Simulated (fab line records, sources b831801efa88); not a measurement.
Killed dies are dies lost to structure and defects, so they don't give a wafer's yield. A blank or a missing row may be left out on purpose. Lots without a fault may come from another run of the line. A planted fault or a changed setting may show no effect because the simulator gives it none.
Which tool did it? | flow gf180mcu | 14 lots, 42 wafers sampled, at 5 steps of a route of 602

WHAT THE GAUGES READ, wafer by wafer
GF_LVPWELL_TW_MEAS_11. Usual: LVPWELL_TW 562, standard deviation 4.2.
lot  | measured    | on            | LVPWELL_TW  | flag
L688 | day 3 21:08 | film_metro-04 | 563 564 566 |
L689 | day 4 02:38 | film_metro-03 | 561 563 560 |
L690 | day 4 07:43 | film_metro-02 | 555 554 555 |
L693 | day 5 00:34 | film_metro-03 | 562 562 563 |
L694 | day 5 06:38 | film_metro-04 | 566 567 565 |
L695 | day 5 11:34 | film_metro-02 | 556 556 558 |
L696 | day 5 17:53 | film_metro-02 | 555 553 557 |
L697 | day 5 23:01 | film_metro-03 | 562 559 563 |
L699 | day 6 10:32 | film_metro-04 | 567 563 569 |
L701 | day 7 03:56 | film_metro-03 | 562 560 564 |
L704 | day 7 14:13 | film_metro-04 | 564 561 564 |
L705 | day 7 20:37 | film_metro-02 | 552 556 555 |
L707 | day 8 07:15 | film_metro-04 | 564 564 563 |
L708 | day 8 13:49 | film_metro-04 | 566 565 566 |

GF_MVSD_OVL_MEAS_07. Usual: MVSD_OVL 0.7 nm, standard deviation 1.2.
lot  | measured    | on         | MVSD_OVL (nm)  | flag
L688 | day 4 10:13 | overlay-01 | -0.5 1.3 1.6   |
L689 | day 4 16:25 | overlay-01 | 0.1 0.4 -0.8   |
L690 | day 4 21:25 | overlay-02 | -0.9 -1.4 -1.0 |
L693 | day 5 14:39 | overlay-02 | 1.9 -0.7 1.0   |
L694 | day 5 20:53 | overlay-02 | 0.3 -0.5 -1.4  |
L695 | day 6 01:04 | overlay-02 | 1.2 -1.0 -0.8  |
L696 | day 6 08:13 | overlay-02 | 2.3 1.5 1.5    |
L697 | day 6 13:22 | overlay-02 | 0.9 0.0 -0.3   |
L699 | day 7 01:45 | overlay-01 | 1.1 1.2 1.1    |
L701 | day 7 19:22 | overlay-02 | 1.0 1.2 -0.8   |
L704 | day 8 06:20 | overlay-02 | - - -          | OFF
L705 | day 8 12:34 | overlay-01 | - - -          | OFF
L707 | day 8 23:20 | overlay-02 | -0.4 0.4 -0.2  |
L708 | day 9 05:51 | overlay-02 | 2.2 3.1 1.7    |

GF_MVPSD_TW_MEAS_11. Usual: MVPSD_TW 554, standard deviation 4.6.
lot  | measured    | on            | MVPSD_TW    | flag
L688 | day 5 01:33 | film_metro-02 | 550 550 550 |
L689 | day 5 07:38 | film_metro-03 | 554 554 553 |
L690 | day 5 12:31 | film_metro-04 | 561 558 558 |
L693 | day 6 04:19 | film_metro-04 | 561 564 561 |
L694 | day 6 11:28 | film_metro-02 | 551 549 550 |
L695 | day 6 16:41 | film_metro-04 | 563 561 561 |
L696 | day 6 23:30 | film_metro-03 | 558 559 560 |
L697 | day 7 05:16 | film_metro-03 | 557 555 557 |
L699 | day 7 18:34 | film_metro-02 | 549 549 547 |
L701 | day 8 11:52 | film_metro-02 | 551 557 551 |
L704 | day 8 23:20 | film_metro-02 | 555 554 552 |
L705 | day 9 05:56 | film_metro-02 | 546 548 546 |
L707 | day 9 17:28 | film_metro-04 | 560 559 557 |
L708 | day 9 23:57 | film_metro-02 | 550 548 551 |

GF_VT_IMPLANT_OVL_MEAS_29. Usual: VT_IMPLANT_02_OVL 0.8 nm, standard deviation 1.6.
lot  | measured     | on         | VT_IMPLANT_02_OVL (nm) | flag
L688 | day 6 20:41  | overlay-02 | 2.9 4.1 2.4            |
L689 | day 7 02:34  | overlay-01 | 1.8 1.3 -0.3           |
L690 | day 7 08:38  | overlay-01 | 0.7 1.1 -0.6           |
L693 | day 8 03:33  | overlay-01 | 1.6 -0.7 1.3           |
L694 | day 8 11:08  | overlay-02 | -3.8 -3.7 -4.2         |
L695 | day 8 15:44  | overlay-02 | 1.1 1.0 0.8            |
L696 | day 8 22:59  | overlay-01 | 1.0 1.3 1.1            |
L697 | day 9 06:03  | overlay-01 | 2.0 0.9 0.9            |
L699 | day 9 19:50  | overlay-02 | 3.8 2.5 4.1            |
L701 | day 10 15:13 | overlay-02 | -1.3 -0.1 -0.9         |
L704 | day 11 04:18 | overlay-02 | -0.6 0.6 0.7           |
L705 | day 11 11:38 | overlay-01 | 1.3 0.1 0.0            |
L707 | day 11 23:52 | overlay-01 | -0.6 2.0 -0.2          |
L708 | day 12 08:08 | overlay-01 | 3.4 1.4 1.1            |

WHICH TOOL RAN EACH LOT (tool, then ch and the chambers of the sampled wafers, then the start)
lot  | GF_MVSD_DEVELOP_06
L688 | litho_track-04 ch 0, day 4 10:00
L689 | litho_track-02 ch 0, day 4 16:00
L690 | litho_track-02 ch 0, day 4 21:00
L693 | litho_track-03 ch 0, day 5 14:00
L694 | litho_track-03 ch 0, day 5 20:00
L695 | litho_track-02 ch 0, day 6 00:00
L696 | litho_track-04 ch 0, day 6 08:00
L697 | litho_track-02 ch 0, day 6 13:00
L699 | litho_track-03 ch 0, day 7 01:00
L701 | litho_track-02 ch 0, day 7 19:00
L704 | litho_track-04 ch 0, day 8 06:00
L705 | litho_track-04 ch 0, day 8 12:00
L707 | litho_track-03 ch 0, day 8 23:00
L708 | litho_track-02 ch 0, day 9 05:00
- GF_MVSD_DEVELOP_06: develop time 60 s.

WHAT THE TOOLS THEMSELVES READ (means of the sampled wafers that have a number; where no wafer has one, the mark that the record gives instead)
The record holds no such reading with a usual standard deviation.

THE ANSWER, worked out from the rows above alone
Rule: a lot is off if the mean of its wafers that have a number lies more than 3 standard deviations from the usual mean. A lot without any number at a reading at which 4 lots or more have one is off too. The other lots that the step has rows for count as sound. The gauges are gone through in route order, then the tools' own readings, and for those a lot's mean is taken as printed above. The first step at which some lot is off is used, and at that step the reading that is off furthest; a lot without a number counts as furthest.
Off: L704, L705, at GF_MVSD_OVL_MEAS_07 (MVSD_OVL). Without a number there: L704, L705.
A tool fits if, at a process step before that reading, it ran every lot that is off, and no sound lot after the first of them. The gauges at GF_MVSD_OVL_MEAS_07 are tried like those tools. One fits: litho_track-04 at GF_MVSD_DEVELOP_06. Its last sound lot is L696 (day 6 08:00), its first lot that is off L704 (day 8 06:00): a fault that began between those two fits.

WHAT THE SIMULATOR HAD PUT IN
Process parameter drift: litho_track-04, from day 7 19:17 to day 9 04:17, at GF_MVSD_DEVELOP_06. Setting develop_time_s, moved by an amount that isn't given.
Lots struck among those shown: L704, L705. The rule above found the same.
